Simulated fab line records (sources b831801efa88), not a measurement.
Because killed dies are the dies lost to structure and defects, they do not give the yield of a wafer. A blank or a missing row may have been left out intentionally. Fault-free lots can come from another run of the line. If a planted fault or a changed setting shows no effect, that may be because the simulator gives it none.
8D (eight disciplines) problem report, filled in by code + flow gf180mcu + the parts of the form that need people (team, actions taken, sign-off) are left out

1. THE ISSUE
Mean of heater-power-total-W at GF_M5_PEB_05: 88.28 W across 4 wafers in 3 lots; on wafers with no fault it is 85.71 W (standard deviation 0.078). Measured from the usual mean, that is +33 standard deviations.
The step: peb time 90 s.
Earliest sighting: wafer L982.4 on litho-track-03 at day 29 19:55. The record has a number at this step for 39 wafers belonging to 13 lots. Rule for "out", or "out of limits": more than 4 standard deviations from the usual mean. The rest of the wafers with a number are treated as sound.

2. WHAT IT IS; WHAT IT IS NOT
| question                    | is                             | is not                                                                                       |
|-----------------------------|--------------------------------|----------------------------------------------------------------------------------------------|
| which readings at this step | heater-power-total-W           | -                                                                                            |
| which lots                  | L982, L983, L984               | L973, L975, L976, L978, L979, L980, L981, L985, L993, L995                                   |
| which wafers of those lots  | L982.4, L983.1, L984.1, L984.4 | L982.3, L982.5, L983.2, L983.6, L984.3                                                       |
| read on which tools         | litho-track-03                 | litho-track-02, litho-track-04                                                               |
| when                        | from day 29 19:55              | up to then (23 sound wafers); but 12 sound wafers of L983, L984, L985, L993, L995 came after |

3. WHAT RULES OUT EACH SUSPECT
Counting: a tool at a process step up to the reading stays a suspect if it ran every lot that is out. Sound lots after the first of them don't rule it out here, since some wafers of a struck lot are sound.
- litho-track-03 at GF_M5_PEB_05 (peb time 90 s): kept. It ran every lot that is out, first L982 (day 29 19:55); its last sound lot up to then is L981 (day 29 17:22). Out on those wafers are its own readings of heater-power-total-W.
The count leaves litho-track-03 at GF_M5_PEB_05.

4. THE CAUSE (what the simulator had put in)
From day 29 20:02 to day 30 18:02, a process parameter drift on litho-track-03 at GF_M5_PEB_05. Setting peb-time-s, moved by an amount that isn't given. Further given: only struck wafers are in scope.
Only this tool survived the counting.

5. THE EFFECT CHAIN, in route order
Each row: a reading where the mean over the struck wafers with a number is more than 3 standard deviations away from the usual. Only readings for which the record gives a usual standard deviation are gone through. hours: the time from each lot's start at the first step in this table that gives one to its start at this step, as a median over the lots. sigmas: the change in usual standard deviations.
| hours | step         | reading              | usual   | on struck wafers | change | sigmas |
|-------|--------------|----------------------|---------|------------------|--------|--------|
| 0     | GF_M5_PEB_05 | heater-power-total-W | 85.71 W | 88.28            | +2.57  | +33    |
The process steps in it:
- GF_M5_PEB_05: peb time 90 s.

6. WHAT WOULD HAVE CAUGHT IT SOONER
In this record the first reading out of limits was taken at day 29 19:55.
